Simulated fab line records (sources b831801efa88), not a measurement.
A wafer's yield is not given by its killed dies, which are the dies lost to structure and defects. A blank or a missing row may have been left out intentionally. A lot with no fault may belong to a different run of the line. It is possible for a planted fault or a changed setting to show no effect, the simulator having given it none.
Problem report in the 8D (eight disciplines) form, filled by code :: flow sky130 :: the parts of the form that need people (team, actions taken, sign-off) are left out

1. WHAT WENT WRONG
At SKY_SONOS_ONO_CD_MEAS_13, cdNm averages 399.6 nm over 6 wafers from 2 lots, while fault-free wafers read 410.1 nm, standard deviation 2. That puts it -5.2 standard deviations away from the usual mean.
The step: target cd 410 nm.
First seen on wafer L299.1, day 17 06:02, on cdSem-02. Wafers with a number at this step in the record: 36, from 12 lots. Rule for "out" (also "out of limits"): further than 4 standard deviations from the usual mean. The rest of the wafers with a number are treated as sound.

2. WHAT IT IS, WHAT IT ISN'T
question: which readings at this step
is: cdNm
is not: -

question: which lots
is: L299, L300
is not: L287, L288, L292, L294, L298, L303, L304, L307, L309, L310

question: which wafers of those lots
is: all that have a number
is not: -

question: read on which gauges
is: cdSem-01, cdSem-02
is not: -

question: when
is: from day 17 06:02
is not: up to then (15 sound wafers); but 15 sound wafers of L303, L304, L307, L309, L310 came after

3. WHAT RULES OUT EACH SUSPECT
Counting: any tool at a process step up to the reading is kept as a suspect provided that every lot that is out went through it and no sound lot did after the first of them.
- the gauge at SKY_SONOS_ONO_CD_MEAS_13 is ruled out. The wafers that are out were read on 2 gauges (cdSem-01, cdSem-02).
- ilineStepper-02 at SKY_SONOS_ONO_EXPOSE_10 (exposes mask ONOM, target cd 410 nm): kept. It ran every lot that is out, first L299 (day 16 16:22), and no sound lot after that; its last sound lot up to then is L294 (day 14 07:22). Its own readings are out on those wafers: exposureDoseMJCm2.
Left after counting: ilineStepper-02 at SKY_SONOS_ONO_EXPOSE_10.

4. THE CAUSE (what the simulator had put in)
Drift in process parameters on ilineStepper-02 at SKY_SONOS_ONO_EXPOSE_10, starting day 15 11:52. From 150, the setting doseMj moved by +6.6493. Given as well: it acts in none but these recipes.
Counting left only this tool.

5. THE CHAIN OF EFFECTS, in route order
One row per reading whose mean, taken over the struck wafers that have a number, lies over 3 standard deviations from the usual. Scope: only readings with a usual standard deviation given in the record; hours: median across lots of the time from each lot's start at the first step in this table that gives one to its start at this step; sigmas: change in usual standard deviations.
hours: 0
step: SKY_SONOS_ONO_EXPOSE_10
reading: exposureDoseMJCm2
usual: 149.96
on struck wafers: 156.58
change: +6.62
sigmas: +44

hours: 14
step: SKY_SONOS_ONO_CD_MEAS_13
reading: cdNm
usual: 410.1 nm
on struck wafers: 399.6
change: -10.5
sigmas: -5.2
Here are the process steps it includes:
- SKY_SONOS_ONO_EXPOSE_10: exposes mask ONOM, target cd 410 nm.

6. HOW IT WOULD HAVE BEEN CAUGHT EARLIER
Counted from the fault's start at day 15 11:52, it took 42 hours until the first out-of-limits reading at a measuring or inspecting step in this record, taken at day 17 06:02.
Tool's own readings at SKY_SONOS_ONO_EXPOSE_10, exposureDoseMJCm2: out on all struck wafers the step has rows for; an alarm limit on them would have tripped on the first.
The start of SKY_SONOS_ONO_EXPOSE_10 on ilineStepper-02 came by day 17 06:02 for every one of the lots that are out (2). A hold on the tool at that time would have spared none of them.
